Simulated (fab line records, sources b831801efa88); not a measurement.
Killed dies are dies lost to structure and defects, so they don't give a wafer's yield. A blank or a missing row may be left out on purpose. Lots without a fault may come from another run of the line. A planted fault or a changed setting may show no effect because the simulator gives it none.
Chamber matching | flow gf180mcu | GF_PASSIVATION_CVD_00 on pecvd-03: 3 sister chambers
The step deposits SiO2 from TEOS, target thk 1000 nm, time 111.95 s. 6 wafers are shown with their chamber, then 7 later ones without.

WAFERS WITH THEIR CHAMBER
wafer  | chamber | heater_power_w (W) | susceptor_temp_C (C)
L103.3 | 0       | 724                | 399.88
L117.2 | 0       | 840                | 400.26
L117.4 | 1       | 858                | 400.11
L117.6 | 2       | 837                | 400.30
L118.2 | 1       | 757                | 399.87
L118.5 | 2       | 866                | 399.89

WAFERS WITHOUT THEIR CHAMBER
wafer  | heater_power_w (W) | susceptor_temp_C (C)
L118.6 | 826                | 399.83
L120.1 | 782                | 399.87
L120.2 | 873                | 400.14
L120.4 | 845                | 399.89
L122.2 | 1034               | 400.33
L122.3 | 819                | 399.70
L122.4 | 846                | 399.88

WHICH CHAMBER EACH WENT THROUGH
wafer  | from the rows above          | in truth
L118.6 | can't be placed: 1 or 2 or 0 | 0
L120.1 | can't be placed: 1 or 0 or 2 | 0
L120.2 | can't be placed: 2 or 1 or 0 | 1
L120.4 | can't be placed: 1 or 2 or 0 | 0
L122.2 | can't be placed: 2 or 1 or 0 | 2
L122.3 | can't be placed: 1 or 0 or 2 | 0
L122.4 | can't be placed: 1 or 2 or 0 | 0
Placed correctly: 0 of 7. Can't be placed from these rows: 7 (the true chamber is among the candidates in 7). Placed wrongly: 0.
How it was worked out, from the rows above alone: a wafer's distance from a chamber is the root of the sum, over the readings, of the square of ((its reading less the chamber's mean) divided by the reading's scatter). The wafer belongs to the nearest chamber; if the next one is less than 2 further off, it can't be placed. A chamber's mean is the mean of its shown wafers. The scatter: the root of (the sum of the squares of (reading less its chamber's mean) over the shown wafers, divided by (wafers less chambers)).
